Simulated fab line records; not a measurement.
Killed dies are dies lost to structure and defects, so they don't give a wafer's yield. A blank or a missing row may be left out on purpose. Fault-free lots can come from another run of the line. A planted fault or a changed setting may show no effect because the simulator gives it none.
The tool behind it: which one? | flow gf180mcu | 14 lots, 41 wafers sampled, at 5 steps of a route of 602

## WHAT THE GAUGES READ, wafer by wafer
GF_STI_THK_MEAS_02.
lot  | measured    | on           | STI_OXIDATION_THK (nm)
L475 | day 1 11:32 | filmMetro-01 | 10.07 9.88 9.98
L476 | day 1 16:31 | filmMetro-02 | 10.11 10.05 10.10
L478 | day 2 03:51 | filmMetro-01 | 9.96 10.03 9.93
L479 | day 2 07:31 | filmMetro-02 | 9.86 9.90 9.91
L480 | day 2 12:31 | filmMetro-01 | 10.31 10.36 10.53
L481 | day 2 17:31 | filmMetro-04 | 9.46 9.62 9.52
L482 | day 2 22:31 | filmMetro-01 | 9.81 9.78 9.77
L483 | day 3 03:31 | filmMetro-04 | 10.14 9.89 10.11
L484 | day 3 08:31 | filmMetro-04 | 9.63 9.93 9.85
L485 | day 3 13:31 | filmMetro-04 | 9.86 9.85 9.84
L486 | day 3 18:32 | filmMetro-02 | 10.44 10.42 10.15
L489 | day 4 09:31 | filmMetro-04 | 10.10 9.94
L496 | day 5 21:38 | filmMetro-02 | 10.26 10.24 10.25
L497 | day 6 01:31 | filmMetro-01 | 9.52 9.43 9.54

GF_VT_IMPLANT_OVL_MEAS_29.
lot  | measured     | on         | VT_IMPLANT_02_OVL (nm)
L475 | day 6 20:10  | overlay-01 | -2.1 -0.6 -1.2
L476 | day 6 23:00  | overlay-02 | -1.0 0.5 -0.2
L478 | day 7 17:11  | overlay-02 | -0.6 0.9 0.7
L479 | day 7 19:17  | overlay-02 | -0.3 -0.2 0.2
L480 | day 8 02:02  | overlay-02 | -4.0 -2.3 -0.7
L481 | day 8 11:05  | overlay-02 | -0.3 -0.9 0.9
L482 | day 8 15:29  | overlay-01 | 0.8 -1.0 2.0
L483 | day 8 22:02  | overlay-02 | -0.1 2.1 2.1
L484 | day 9 04:53  | overlay-01 | 1.3 2.3 1.3
L485 | day 9 09:31  | overlay-02 | 0.8 2.4 0.3
L486 | day 9 14:10  | overlay-01 | 0.0 0.5 0.3
L489 | day 10 13:03 | overlay-01 | -2.4 -1.4
L496 | day 12 16:42 | overlay-01 | 2.4 4.0 1.8
L497 | day 12 22:36 | overlay-01 | -0.4 -2.4 1.0

## WHAT TOOL EACH LOT RAN ON (gives the tool, then ch and the chambers of the sampled wafers, and finally the start)
lot  | GF_STI_ETCH_13                   | GF_STI_STRIP_15                    | GF_MVSD_STRIP_10
L475 | rieDiel-01 ch 0,1,3, day 2 00:58 | plasmaAsher-03 ch 0,1, day 2 01:09 | plasmaAsher-04 ch 0,1, day 4 10:46
L476 | rieDiel-02 ch 0,2, day 2 06:07   | plasmaAsher-02 ch 0,1, day 2 06:16 | plasmaAsher-04 ch 0,1, day 4 15:05
L478 | rieDiel-04 ch 0,1,3, day 2 18:27 | plasmaAsher-02 ch 0,1, day 2 18:36 | plasmaAsher-04 ch 0,1, day 5 06:02
L479 | rieDiel-01 ch 0,1, day 2 21:37   | plasmaAsher-02 ch 0,1, day 2 21:46 | plasmaAsher-03 ch 0,1, day 5 08:23
L480 | rieDiel-02 ch 1,2,3, day 3 02:45 | plasmaAsher-04 ch 0,1, day 3 02:54 | plasmaAsher-04 ch 0,1, day 5 13:53
L481 | rieDiel-02 ch 0,1,2, day 3 08:48 | plasmaAsher-02 ch 0,1, day 3 08:57 | plasmaAsher-04 ch 0,1, day 5 20:43
L482 | rieDiel-04 ch 1,3, day 3 13:43   | plasmaAsher-02 ch 0,1, day 3 13:52 | plasmaAsher-04 ch 0,1, day 6 00:46
L483 | rieDiel-01 ch 0,1,2, day 3 18:31 | plasmaAsher-02 ch 0,1, day 3 18:40 | plasmaAsher-04 ch 0,1, day 6 07:32
L484 | rieDiel-01 ch 0,2,3, day 3 23:01 | plasmaAsher-04 ch 0,1, day 3 23:10 | plasmaAsher-04 ch 0,1, day 6 13:25
L485 | rieDiel-04 ch 1,2, day 4 04:13   | plasmaAsher-03 ch 0,1, day 4 04:22 | plasmaAsher-03 ch 0,1, day 6 17:39
L486 | rieDiel-01 ch 0,1,3, day 4 09:25 | plasmaAsher-03 ch 0,1, day 4 09:37 | plasmaAsher-04 ch 0,1, day 6 21:48
L489 | rieDiel-01 ch 0,2, day 5 01:30   | plasmaAsher-04 ch 1, day 5 01:39   | plasmaAsher-03 ch 1, day 7 17:23
L496 | rieDiel-02 ch 1,2,3, day 6 14:13 | plasmaAsher-03 ch 0,1, day 6 14:24 | plasmaAsher-03 ch 0,1, day 9 13:48
L497 | rieDiel-02 ch 1,2,3, day 6 17:51 | plasmaAsher-03 ch 0,1, day 6 18:00 | plasmaAsher-04 ch 0, day 9 18:31
- GF_STI_ETCH_13: etches the open film in CHF3/O2, stops on Si, target depth 282.31 nm, time 112.9 s.
- GF_STI_STRIP_15: strips in O2/N2.
- GF_MVSD_STRIP_10: strips in O2/N2.

## AS READ BY THE TOOLS THEMSELVES (means over the sampled wafers that have a number; for cases with no such wafer, the mark the record gives instead)
GF_STI_ETCH_13.
lot  | tool       | drypumpMotorCurrentA (A) | oesProductAu (a.u.) | runLengthS (s) | throttleValvePct (%)
L475 | rieDiel-01 | 5.6                      | 0.824               | 141.2          | 8.804
L476 | rieDiel-02 | 5.8                      | 0.833               | 141.6          | 8.814
L478 | rieDiel-04 | 5.5                      | 0.841               | 141.5          | 8.803
L479 | rieDiel-01 | 5.7                      | 0.824               | 141.0          | 8.816
L480 | rieDiel-02 | 5.5                      | 0.834               | 141.6          | 8.810
L481 | rieDiel-02 | 5.5                      | 0.837               | 141.6          | 8.810
L482 | rieDiel-04 | 5.6                      | 0.832               | 141.7          | 8.816
L483 | rieDiel-01 | 5.7                      | 0.832               | 141.2          | 8.805
L484 | rieDiel-01 | 5.7                      | 0.831               | 141.3          | 8.807
L485 | rieDiel-04 | 5.5                      | 0.837               | 141.1          | 8.806
L486 | rieDiel-01 | 5.6                      | 0.820               | 145.2          | 8.800
L489 | rieDiel-01 | 5.8                      | 0.794               | 153.1          | 8.800
L496 | rieDiel-02 | 5.5                      | 0.841               | 141.4          | 8.808
L497 | rieDiel-02 | 5.6                      | 0.826               | 141.8          | 8.801

GF_STI_STRIP_15.
lot  | tool           | drypumpMotorCurrentA (A) | heaterPowerW (W) | oesProductAu (a.u.) | stripTimeToEndpointS (s)
L475 | plasmaAsher-03 | 6.5                      | 328              | 0.381               | 3.71
L476 | plasmaAsher-02 | 5.1                      | 340              | 0.385               | 3.73
L478 | plasmaAsher-02 | 5.2                      | 337              | 0.382               | 3.69
L479 | plasmaAsher-02 | 5.2                      | 334              | 0.383               | 3.69
L480 | plasmaAsher-04 | 5.6                      | 291              | 0.383               | 3.72
L481 | plasmaAsher-02 | 5.1                      | 330              | 0.383               | 3.72
L482 | plasmaAsher-02 | 5.2                      | 333              | 0.383               | 3.68
L483 | plasmaAsher-02 | 5.2                      | 329              | 0.388               | 3.77
L484 | plasmaAsher-04 | 5.3                      | 307              | 0.380               | 3.78
L485 | plasmaAsher-03 | 6.5                      | 332              | 0.382               | 3.72
L486 | plasmaAsher-03 | 6.3                      | 332              | 0.381               | 3.58
L489 | plasmaAsher-04 | 5.1                      | 316              | 0.378               | 3.50
L496 | plasmaAsher-03 | 6.5                      | 333              | 0.385               | 3.73
L497 | plasmaAsher-03 | 6.4                      | 330              | 0.385               | 3.73

GF_MVSD_STRIP_10.
lot  | tool           | drypumpMotorCurrentA (A) | heaterPowerW (W) | oesProductAu (a.u.) | stripTimeToEndpointS (s)
L475 | plasmaAsher-04 | 5.6                      | 291              | 0.721               | 36.83
L476 | plasmaAsher-04 | 5.4                      | 305              | 0.722               | 36.88
L478 | plasmaAsher-04 | 5.4                      | 307              | 0.722               | 36.88
L479 | plasmaAsher-03 | 6.5                      | 332              | 0.725               | 37.00
L480 | plasmaAsher-04 | 5.6                      | 288              | 0.720               | 37.02
L481 | plasmaAsher-04 | 5.4                      | 303              | 0.724               | 36.92
L482 | plasmaAsher-04 | 5.6                      | 291              | 0.724               | 36.96
L483 | plasmaAsher-04 | 5.6                      | 292              | 0.717               | 36.88
L484 | plasmaAsher-04 | 5.4                      | 307              | 0.724               | 36.90
L485 | plasmaAsher-03 | 6.3                      | 332              | 0.727               | 36.98
L486 | plasmaAsher-04 | 5.4                      | 307              | 0.722               | 36.77
L489 | plasmaAsher-03 | 6.7                      | 334              | 0.716               | 36.91
L496 | plasmaAsher-03 | 6.5                      | 328              | 0.721               | 36.96
L497 | plasmaAsher-04 | 5.9                      | 273              | 0.719               | 36.86

## THE ANSWER, worked out from the rows above alone
Rule: what is usual is taken from the lots themselves. The widest of any qualifying gaps counts: lots, ordered by their means at a reading, are off when they make up no more than a third of the lots, leave a main group of 4 or more, and stand apart from it by 3 or more times the standard deviation of that group's means. A main group whose means are all the same, to the digits that the tables above print for the reading, isn't used. Also off: a lot with no number at a reading for which 4 or more lots have one. All remaining lots with rows at the step are treated as sound. Order of review: gauges by route order, followed by the tools' own readings, for which a lot's mean as printed above is used. The first step at which some lot is off is used, and at that step the reading that is off furthest; a lot without a number counts as furthest.
Off: L486, L489 (GF_STI_ETCH_13, runLengthS). For the main group the mean is 141.4 s and the standard deviation 0.24.
A tool fits if, at that step or a process step before it, it ran every lot that is off, and no sound lot after the first of them. One fits: rieDiel-01 at GF_STI_ETCH_13. Its last sound lot is L484 (day 3 23:01), its first lot that is off L486 (day 4 09:25): a fault that began between those two fits.
The tool's own readings at GF_STI_ETCH_13 bear it out: on the lots that are off they differ by more than 5 times the standard deviation of the sound lots' means. runLengthS reads 149.1 s there against 141.4 s on the sound lots.

## WHAT WAS PUT IN BY THE SIMULATOR
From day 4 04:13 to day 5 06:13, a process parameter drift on rieDiel-01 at GF_STI_ETCH_13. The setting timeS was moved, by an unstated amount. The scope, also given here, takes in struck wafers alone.
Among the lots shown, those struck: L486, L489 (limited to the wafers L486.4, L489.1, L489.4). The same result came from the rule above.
